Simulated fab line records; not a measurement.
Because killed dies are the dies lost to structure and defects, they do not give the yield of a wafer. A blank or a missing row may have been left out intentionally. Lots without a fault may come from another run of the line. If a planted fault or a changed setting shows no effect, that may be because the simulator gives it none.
The tool behind it: which one? | flow sky130 | Sampling: 12 lots, 36 wafers, 2 of 708 route steps

WHAT THE GAUGES READ, wafer by wafer
SKY_LDD_HVN_TW_MEAS_10.
lot  | measured     | on            | LDD_HVN_TW
L836 | day 19 21:13 | film_metro-01 | 1437 1442 1442
L837 | day 19 23:06 | film_metro-01 | 1448 1443 1446
L838 | day 20 11:25 | film_metro-01 | 1456 1450 1455
L839 | day 20 15:38 | film_metro-02 | 1441 1441 1442
L840 | day 21 00:21 | film_metro-04 | 1439 1442 1442
L841 | day 21 10:40 | film_metro-04 | 1438 1430 1427
L842 | day 21 19:05 | film_metro-04 | 1438 1432 1431
L850 | day 25 12:49 | film_metro-01 | 1478 1469 1475
L854 | day 26 03:28 | film_metro-04 | 1451 1445 1453
L852 | day 26 05:25 | film_metro-02 | 1462 1456 1465
L856 | day 26 20:00 | film_metro-02 | 1440 1433 1429
L859 | day 28 01:39 | film_metro-02 | 1435 1429 1430

WHAT TOOL EACH LOT RAN ON (gives the tool, then ch and the chambers of the sampled wafers, and finally the start)
lot  | SKY_LDD_HVN_IMPLANT_08
L836 | implanter-03 ch 0, day 19 20:58
L837 | implanter-02 ch 0, day 19 22:51
L838 | implanter-02 ch 0, day 20 11:12
L839 | implanter-01 ch 0, day 20 15:25
L840 | implanter-03 ch 0, day 21 00:06
L841 | implanter-03 ch 0, day 21 10:25
L842 | implanter-03 ch 0, day 21 18:52
L850 | implanter-01 ch 0, day 25 12:35
L854 | implanter-03 ch 0, day 26 03:14
L852 | implanter-01 ch 0, day 26 05:11
L856 | implanter-02 ch 0, day 26 19:45
L859 | implanter-03 ch 0, day 28 01:24
- SKY_LDD_HVN_IMPLANT_08

AS READ BY THE TOOLS THEMSELVES (means over the sampled wafers that have a number; for cases with no such wafer, the mark the record gives instead)
SKY_LDD_HVN_IMPLANT_08.
lot  | tool         | dose_ions_cm2 | faraday_current_uA
L836 | implanter-03 | 3e+13         | 170
L837 | implanter-02 | 3e+13         | 171
L838 | implanter-02 | 3e+13         | 165
L839 | implanter-01 | 3e+13         | 172
L840 | implanter-03 | 3e+13         | 171
L841 | implanter-03 | 3e+13         | 170
L842 | implanter-03 | 3e+13         | 171
L850 | implanter-01 | 3e+13         | 184
L854 | implanter-03 | 3e+13         | 170
L852 | implanter-01 | 3e+13         | 183
L856 | implanter-02 | 3e+13         | 172
L859 | implanter-03 | 3e+13         | 170

THE ANSWER, worked out from the rows above alone
Rule: the lots themselves supply what counts as usual. The widest of any qualifying gaps counts: lots, ordered by their means at a reading, are off when they make up no more than a third of the lots, leave a main group of 4 or more, and stand apart from it by 3 or more times the standard deviation of that group's means. The tables above print the reading to a certain number of digits; a main group whose means all agree to those digits is not used. Also off: a lot with no number at a reading for which 4 or more lots have one. Where the step has rows for the other lots, those lots are counted as sound. First the gauges in route order, then the tools' own readings, where a lot's mean is used as printed above. The first step at which some lot is off is used, and at that step the reading that is off furthest; a lot without a number counts as furthest.
Off, at SKY_LDD_HVN_IMPLANT_08 on faraday_current_uA: L850, L852. The main group has a mean of 170 with a standard deviation of 1.9.
A tool fits if, at that step or a process step before it, it ran every lot that is off, and no sound lot after the first of them. One candidate fits, namely implanter-01 at SKY_LDD_HVN_IMPLANT_08. A fault onset in the window from L839 (day 20 15:25, its last sound lot) to L850 (day 25 12:35, its first lot off) fits.
The tool's own readings at SKY_LDD_HVN_IMPLANT_08 bear it out: on the lots that are off they differ by more than 5 times the standard deviation of the sound lots' means. faraday_current_uA reads 184 there against 170 on the sound lots.

WHAT THE SIMULATOR PUT IN
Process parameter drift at SKY_LDD_HVN_IMPLANT_08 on implanter-01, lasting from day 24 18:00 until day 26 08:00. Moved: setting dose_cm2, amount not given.
Struck lots among those shown: L850, L852. The rule above reached the same finding.
